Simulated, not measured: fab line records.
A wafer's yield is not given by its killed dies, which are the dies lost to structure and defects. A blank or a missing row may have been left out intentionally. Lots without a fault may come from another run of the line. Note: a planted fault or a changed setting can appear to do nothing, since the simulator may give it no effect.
The tool behind it: which one? | flow gf180mcu | 33 wafers from 11 lots sampled at 3 of the route's 602 steps

== WHAT THE GAUGES READ, wafer by wafer ==
GF_V4_CD_MEAS_14: target cd 260 nm. Usual: cd-nm at 260.0 nm, with a standard deviation of 1.3.
lot  | measured     | on        | cd-nm (nm)        | flag
L260 | day 24 11:57 | cd-sem-02 | 263.1 263.0 261.9 |
L262 | day 25 05:38 | cd-sem-02 | 261.8 258.8 259.7 |
L264 | day 25 18:39 | cd-sem-02 | 258.9 258.2 259.0 |
L266 | day 26 14:41 | cd-sem-02 | 259.5 259.8 258.8 |
L267 | day 27 00:44 | cd-sem-01 | 261.7 260.9 261.5 |
L271 | day 28 03:29 | cd-sem-01 | 260.2 258.8 259.6 |
L272 | day 28 12:53 | cd-sem-01 | 259.4 258.6 258.1 |
L273 | day 28 14:47 | cd-sem-01 | 261.1 260.7 260.1 |
L274 | day 29 04:29 | cd-sem-02 | 259.4 259.5 260.2 |
L275 | day 29 09:08 | cd-sem-02 | 259.0 260.8 259.7 |
L282 | day 31 01:50 | cd-sem-01 | 260.5 259.2 260.6 |

== WHICH TOOL RAN EACH LOT (tool, then ch and the chambers of the sampled wafers, then the start) ==
lot  | GF_M4_SPUTTER_00             | GF_V4_CVD_02
L260 | pvd-sputter-02, day 22 12:25 | pecvd-01 ch 0,1,2, day 23 12:41
L262 | pvd-sputter-01, day 23 07:46 | pecvd-01 ch 0,2, day 24 07:29
L264 | pvd-sputter-02, day 23 21:59 | pecvd-04 ch 1,2, day 24 21:03
L266 | pvd-sputter-01, day 24 18:50 | pecvd-04 ch 1,2, day 25 17:24
L267 | pvd-sputter-04, day 25 04:07 | pecvd-02 ch 1,2, day 26 02:39
L271 | pvd-sputter-04, day 26 08:54 | pecvd-04 ch 0,1,2, day 27 07:08
L272 | pvd-sputter-01, day 26 19:05 | pecvd-02 ch 0,1,2, day 27 16:26
L273 | pvd-sputter-04, day 26 21:49 | pecvd-04 ch 1,2, day 27 18:21
L274 | pvd-sputter-04, day 27 11:56 | pecvd-02 ch 0,2, day 28 08:29
L275 | pvd-sputter-01, day 27 16:22 | pecvd-02 ch 1,2, day 28 13:17
L282 | pvd-sputter-01, day 29 11:46 | pecvd-04 ch 0,1, day 30 07:48
- GF_M4_SPUTTER_00: material Ti, target thk 37.5 nm, time 150 s.
- GF_V4_CVD_02: deposits SiO2 from TEOS, target thk 850 nm, time 94.851 s.

== AS READ BY THE TOOLS THEMSELVES (means over the sampled wafers that have a number; for cases with no such wafer, the mark the record gives instead) ==
GF_M4_SPUTTER_00. Usual: chamber-pressure-pa 2.000 Pa, standard deviation 0.0039; throttle-valve-pct 29.4 %, standard deviation 0.88.
lot  | tool           | chamber-pressure-pa (Pa) | throttle-valve-pct (%) | flag
L260 | pvd-sputter-02 | 2.002                    | 29.3                   |
L262 | pvd-sputter-01 | 1.996                    | 28.6                   |
L264 | pvd-sputter-02 | 1.999                    | 29.3                   |
L266 | pvd-sputter-01 | 1.996                    | 28.1                   |
L267 | pvd-sputter-04 | 1.999                    | 30.2                   |
L271 | pvd-sputter-04 | 2.002                    | 30.3                   |
L272 | pvd-sputter-01 | 1.998                    | 28.5                   |
L273 | pvd-sputter-04 | 1.998                    | 29.9                   |
L274 | pvd-sputter-04 | 2.000                    | 29.7                   |
L275 | pvd-sputter-01 | 2.003                    | 28.5                   |
L282 | pvd-sputter-01 | 2.002                    | 28.3                   |

GF_V4_CVD_02. Usual: heater-power-outer-w 390 W, standard deviation 62; heater-power-w 676 W, standard deviation 83; rf-fwd-power-W 596.2 W, standard deviation 1.9.
lot  | tool     | heater-power-outer-w (W) | heater-power-w (W) | rf-fwd-power-W (W) | flag
L260 | pecvd-01 | 377                      | 687                | 596.0              |
L262 | pecvd-01 | 414                      | 722                | 596.8              |
L264 | pecvd-04 | 356                      | 618                | 595.4              |
L266 | pecvd-04 | 396                      | 681                | 595.1              |
L267 | pecvd-02 | 428                      | 706                | 598.6              |
L271 | pecvd-04 | 369                      | 649                | 596.3              |
L272 | pecvd-02 | -                        | -                  | -                  | OFF
L273 | pecvd-04 | -                        | -                  | -                  | OFF
L274 | pecvd-02 | -                        | -                  | -                  | OFF
L275 | pecvd-02 | 435                      | 718                | 597.1              |
L282 | pecvd-04 | 314                      | 574                | 596.7              |

== THE ANSWER, worked out from the rows above alone ==
Rule: lot off if the mean of its wafers having a number is beyond 3 standard deviations from the usual mean. A lot without any number at a reading at which 4 lots or more have one is off too. Where the step has rows for the other lots, those lots are counted as sound. First the gauges in route order, then the tools' own readings, where a lot's mean is used as printed above. The first step at which some lot is off is used, and at that step the reading that is off furthest; a lot without a number counts as furthest.
Off: L272, L273, L274, at GF_V4_CVD_02 (heater-power-outer-w). Without a number there: L272, L273, L274.
A tool fits if, at that step or a process step before it, it ran every lot that is off, and no sound lot after the first of them. None of those tried fits.

== WHAT THE SIMULATOR HAD INSERTED ==
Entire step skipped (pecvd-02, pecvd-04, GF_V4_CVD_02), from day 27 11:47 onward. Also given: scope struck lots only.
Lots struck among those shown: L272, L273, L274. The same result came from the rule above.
